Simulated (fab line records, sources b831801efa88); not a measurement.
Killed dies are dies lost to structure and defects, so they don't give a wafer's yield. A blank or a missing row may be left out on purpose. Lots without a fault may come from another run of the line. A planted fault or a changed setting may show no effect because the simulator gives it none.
A struck lot beside a sound one | flow sky130 | 15 steps out of a route of 708
Sound: wafers L552.3, L552.5, L552.6. Struck: wafers L560.2, L560.4, L560.5. The cause comes at the end.
At each step with rows: each side's tool, then ch and its chambers, then its first start. Under that, the readings that differ: sound wafers | struck wafers | difference of the means | sigmas: that difference in standard deviations of wafers without a fault.
alike: readings whose means differ by less than 2 such deviations, and words and numbers that are the same on both sides. not compared: withheld readings, readings that some wafer has no value for, bounds like >300 that may hide the same value, and numbers for which the record gives no deviation and whose values overlap.
The two part at a step that has a row with sigmas, a row that says differs or no value, or rows on one side only. Numbers that don't overlap but have no deviation are shown without sigmas and don't part them. A reading that every wafer of one side lacks parts them only if that side has two wafers or more.

first, 7 steps without rows for these wafers: SKY_LDD_N_DEHYDRATE_00 (time 60 s); SKY_LDD_N_HMDS_01 (prime time 60 s); SKY_LDD_N_COAT_02 (resist thk 300 nm); SKY_LDD_N_SOFTBAKE_03 (time 60 s); SKY_LDD_N_EXPOSE_04 (exposes mask NTM, target cd 840 nm); SKY_LDD_N_PEB_05; SKY_LDD_N_DEVELOP_06 (develop time 60 s).
SKY_LDD_N_OVL_MEAS_07:
  sound on overlay-01, day 18 19:17; struck on overlay-01, day 21 16:01
  alike: LDD_N_OVL
then, 4 steps without rows for these wafers: SKY_LDD_N_IMPLANT_08; SKY_LDD_N_IMPLANT_09; SKY_LDD_N_IMPLANT_10; SKY_LDD_N_IMPLANT_11.
SKY_LDD_N_IMPLANT_12:
  sound on implanter-02 ch 0, day 18 19:57; struck on implanter-04 ch 0, day 21 16:40
  reading            | sound                         | struck                        | difference | sigmas
  dose_ions_cm2      | 4.993e+12 4.997e+12 4.997e+12 | 9.399e+12 9.391e+12 9.403e+12 | +4.402e+12 | +99 or more
  faraday_current_uA | 28.5 27.9 28.5                | 51.7 53.3 51.8                | +24.0      | +46
then, 1 step without rows for these wafers: SKY_LDD_N_IMPLANT_13.
-- the record jumps here: 27 days lie between the struck wafers' starts before and after (it left off in module LDD_N and takes up again in module PAD_OPEN, whose first step shown is number 708 of the route) --
SKY_PAD_OPEN_PROBE_99:
  sound on prober-02, day 46 22:53; struck on prober-02, day 48 12:38
  reading                                   | sound                | struck              | difference | sigmas
  model.etest.nfet_01v8_lvt.drive_ua_um     | 567.4 567.2 577.3    | 525.6 511.3 515.6   | -53.1      |
  model.etest.nfet_01v8.r_on_ohm_um         | 843.2 838.7 840.9    | 877.6 913.8 907.9   | +58.8      |
  model.etest.nfet_01v8.drive_ua_um         | 498.7 500.5 504.4    | 469.8 450.1 451.2   | -44.2      |
  model.etest.sram_nfet_pass.drive_ua_um    | 479.2 482.3 502.1    | 447.2 457.9 442.8   | -38.6      |
  model.etest.nfet_01v8_swapped.drive_ua_um | 501.1 499.1 504.1    | 469.9 451.1 456.7   | -42.2      |
  model.etest.tip_n.rs_ohm_sq               | 441.2 443 435.8      | 446.8 449.6 450.7   | +9.0       |
  model.etest.nfet_01v8_lvt.vt_sat_v (V)    | 0.5477 0.5459 0.5315 | 0.628 0.6437 0.6327 | +0.093     |
  model.etest.sram_nfet_pass.vt_sat_v (V)   | 0.5772 0.5602 0.5345 | 0.644 0.6203 0.6436 | +0.079     |
  alike: killed_at_M0_to_M3, killed_at_M4_up, killed_at_contacts, killed_at_front_end, killed_at_other, killed_dies, killed_open, killed_short

WHERE THEY PART
Only at SKY_LDD_N_IMPLANT_12, within this record. Later steps at which nothing parts them and some readings are alike: SKY_PAD_OPEN_PROBE_99.

WHY: what the simulator had put in
Process parameter drift: implanter-04, from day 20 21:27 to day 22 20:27, at SKY_LDD_N_IMPLANT_12. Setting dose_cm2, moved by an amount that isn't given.
